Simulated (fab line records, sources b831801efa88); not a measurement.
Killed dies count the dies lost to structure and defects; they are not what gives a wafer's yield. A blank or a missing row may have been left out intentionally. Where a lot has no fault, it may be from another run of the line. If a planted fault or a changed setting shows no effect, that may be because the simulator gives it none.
2 desks, one fault -- flow sky130 -- numbers are kept per desk, each desk with only its own; the story behind them comes last

== FROM THE METROLOGY DESK ==
What the gauges read for every lot (on any tool): the sampled wafers with a number, averaged. The brackets show how far a lot's mean lies from the usual mean; more than 4 standard deviations puts the lot out of limits, marked OUT.
Columns: A = POLY_GATE_OXIDATION_THK at SKY_POLY_GATE_THK_MEAS_21, usual 4.02 nm; B = cdNm at SKY_LDD_P_CD_MEAS_07, usual 379.8 nm
lot,first seen here,A,B
L778,day 19 06:50,4.06,375.2
L781,day 20 04:09,4.11,374.1
L784,day 21 00:47,3.97,378.5
L786,day 22 01:35,3.94,380.3
L788,day 23 07:47,4.07,377.0
L790,day 23 19:06,4.08,380.4
L791,day 23 23:16,4.10,380.4
L789,day 24 01:25,3.98,379.8
L793,day 24 14:28,4.11,378.1
L794,day 25 02:43,3.97,379.5
This desk found nothing out of limits on any of the 10 lots.

== FOR THE TOOL OWNER'S DESK: lithoTrack-02 ==
The tool's own readings at SKY_LDD_P_COAT_02 (resist thk 1140 nm): means of the sampled wafers that have a number, for each lot that ran on this tool. The brackets show how far a lot's mean lies from the usual mean; more than 4 standard deviations puts the lot out of limits, marked OUT.
Columns: A = exhaustPa at SKY_LDD_P_COAT_02, usual 44.9 Pa; B = spinSpeedRpm at SKY_LDD_P_COAT_02, usual 2999.8 rpm
lot,first seen here,A,B
L778,day 21 05:30,44.7,2556.2 (-99 or more) OUT
L781,day 22 03:41,44.8,2558.4 (-99 or more) OUT
L788,day 25 06:44,45.4,3001.8
L790,day 25 17:23,45.1,2998.5
L793,day 26 13:14,44.5,3000.3
Finding of this desk: L778, L781 out of limits; the first was L778 at day 21 05:30, on spinSpeedRpm at SKY_LDD_P_COAT_02. Within limits: L788, L790, L793.

== ALL TOGETHER ==
On L778, L781, at day 21 05:30, an alarm was possible from the tool owner's desk.
Nothing out of limits was seen by the metrology desk.
The metrology desk has L778, L781 on record, within its limits.
All the named lots went through SKY_LDD_P_COAT_02 on lithoTrack-02.

== WHAT THE SIMULATOR PUT IN ==
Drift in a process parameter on lithoTrack-02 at SKY_LDD_P_COAT_02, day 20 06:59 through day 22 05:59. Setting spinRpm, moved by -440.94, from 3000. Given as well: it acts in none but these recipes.
Shown lots that were struck: L778, L781.
Each desk's first reading out of limits, in hours after the fault started: the tool owner's desk, 23.
